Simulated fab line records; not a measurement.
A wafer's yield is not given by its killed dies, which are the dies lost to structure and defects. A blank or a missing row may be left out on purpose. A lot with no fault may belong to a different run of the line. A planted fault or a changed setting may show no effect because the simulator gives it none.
Split-lot experiment + flow gf180mcu + 5 lots, 23 wafers read, on a route of 602 steps

== ON THE SPLIT ==
At GF_M3_COAT_09 (resist thk 1000 nm), the setting resist thk nm was moved away from the recipe's 1000 nm on 5 of the 23 wafers read, by -4.2% to -3.4%. The other wafers ran this setting at the recipe's value.

== FROM THE SPLIT TO THE READING: what the file shows between them, 3 steps ==
- GF_M3_SOFTBAKE_10: time 60 s
- GF_M3_EXPOSE_11: exposes mask Metal3, target cd 280 nm
- GF_M3_PEB_12: peb time 90 s

== THE READING ==
M3.cd nm (the simulator's own value, which no gauge read), in nm, at GF_M3_DEVELOP_13 (develop time 57.74 s). The file gives no usual value for it. Across the 18 wafers here that went through the recipe, the average is 280.1 nm and the standard deviation 1.1 nm.

| wafer  | tool, chamber at the split | resist thk nm as run, nm | against the recipe | M3.cd nm, nm | against lot-mates on the recipe |
|--------|----------------------------|--------------------------|--------------------|--------------|---------------------------------|
| L074.1 | litho track-04, 0          | 1000                     | recipe             | 281.5        | -                               |
| L074.2 | litho track-04, 0          | 1000                     | recipe             | 282.4        | -                               |
| L074.4 | litho track-04, 0          | 957.7                    | -4.2%              | 279.5        | -2.4                            |
| L074.5 | litho track-04, 0          | 957.7                    | -4.2%              | 279.8        | -2.1                            |
| L074.6 | litho track-04, 0          | 957.7                    | -4.2%              | 279.3        | -2.6                            |
| L075.1 | litho track-02, 0          | 1000                     | recipe             | 278.8        | -                               |
| L075.3 | litho track-02, 0          | 1000                     | recipe             | 278.9        | -                               |
| L075.4 | litho track-02, 0          | 1000                     | recipe             | 279.9        | -                               |
| L075.5 | litho track-02, 0          | 1000                     | recipe             | 278.6        | -                               |
| L075.6 | litho track-02, 0          | 1000                     | recipe             | 279.2        | -                               |
| L082.1 | litho track-01, 0          | 1000                     | recipe             | 281.2        | -                               |
| L082.2 | litho track-01, 0          | 1000                     | recipe             | 280.4        | -                               |
| L082.3 | litho track-01, 0          | 966.1                    | -3.4%              | 279.4        | -1.7                            |
| L082.5 | litho track-01, 0          | 1000                     | recipe             | 281.6        | -                               |
| L082.6 | litho track-01, 0          | 966.1                    | -3.4%              | 279.3        | -1.8                            |
| L083.2 | litho track-01, 0          | 1000                     | recipe             | 279.1        | -                               |
| L083.3 | litho track-01, 0          | 1000                     | recipe             | 280.3        | -                               |
| L083.4 | litho track-01, 0          | 1000                     | recipe             | 279.6        | -                               |
| L083.5 | litho track-01, 0          | 1000                     | recipe             | 279          | -                               |
| L083.6 | litho track-01, 0          | 1000                     | recipe             | 279.3        | -                               |
| L084.1 | litho track-02, 0          | 1000                     | recipe             | 280.6        | -                               |
| L084.2 | litho track-02, 0          | 1000                     | recipe             | 280.5        | -                               |
| L084.4 | litho track-02, 0          | 1000                     | recipe             | 280.8        | -                               |

FIT RESULTS
A straight line over all 23 wafers: M3.cd nm changes by +0.158 nm for each +1% of resist thk nm; r = +0.26; the points scatter about the line by 1 nm.
The same after taking each lot's own level away (the mean of its wafers on the recipe; 23 wafers): +0.553 nm for each +1%; r = +0.92; scatter 0.41 nm.
According to that fit, moving resist thk nm by its largest amount changes the reading by 2.3 nm.
Across the lots, their own levels run from 279.08 to 281.95 nm, a range of 2.7 times the standard deviation given above.
So the lot-to-lot level blurs the effect unless lot-mates are compared.
Check: with one of the wafers moved furthest among these (-4.2%) left out of the fit, the line predicts -2.3 nm for it against its lot-mates. It came out at -2.45 nm against them.

== OTHER SPLITS APPLIED TO THESE WAFERS ==
Other splits were also applied to these wafers ahead of the reading. Each is held against what the fit with the lots' levels taken away leaves over:
| other split on the same wafers       | wafers away from the commonest value | r with M3.cd nm (lot level and that fit taken away) |
|--------------------------------------|--------------------------------------|-----------------------------------------------------|
| GF_M2_METAL_ETCH_16 time s           | 8                                    | -0.39                                               |
| GF_V2_CMP_04 leave above ref nm      | 10                                   | +0.15                                               |
| GF_V2_ETCH_16 bias w                 | 5                                    | -0.26                                               |
| GF_M3_SPUTTER_00 chamber pressure pa | 18                                   | -0.08                                               |

== THE WHOLE CHAIN: every reading that the file lists as answering this split, in the file's order ==
| step             | what it does         | reading                                                   | change (the file's fit)              | r (the file's) |
|------------------|----------------------|-----------------------------------------------------------|--------------------------------------|----------------|
| GF_M3_DEVELOP_13 | develop time 57.74 s | M3.cd nm (the simulator's own value, which no gauge read) | +0.54 nm for each +1% of the setting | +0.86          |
| GF_M3_STRIP_17   | strips in O2/N2      | strip time to endpoint s                                  | withheld for each +1% of the setting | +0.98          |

== THE FILE'S OWN FIT ==
M3.cd nm changes by +0.54 nm for each +1% of resist thk nm, r = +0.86.
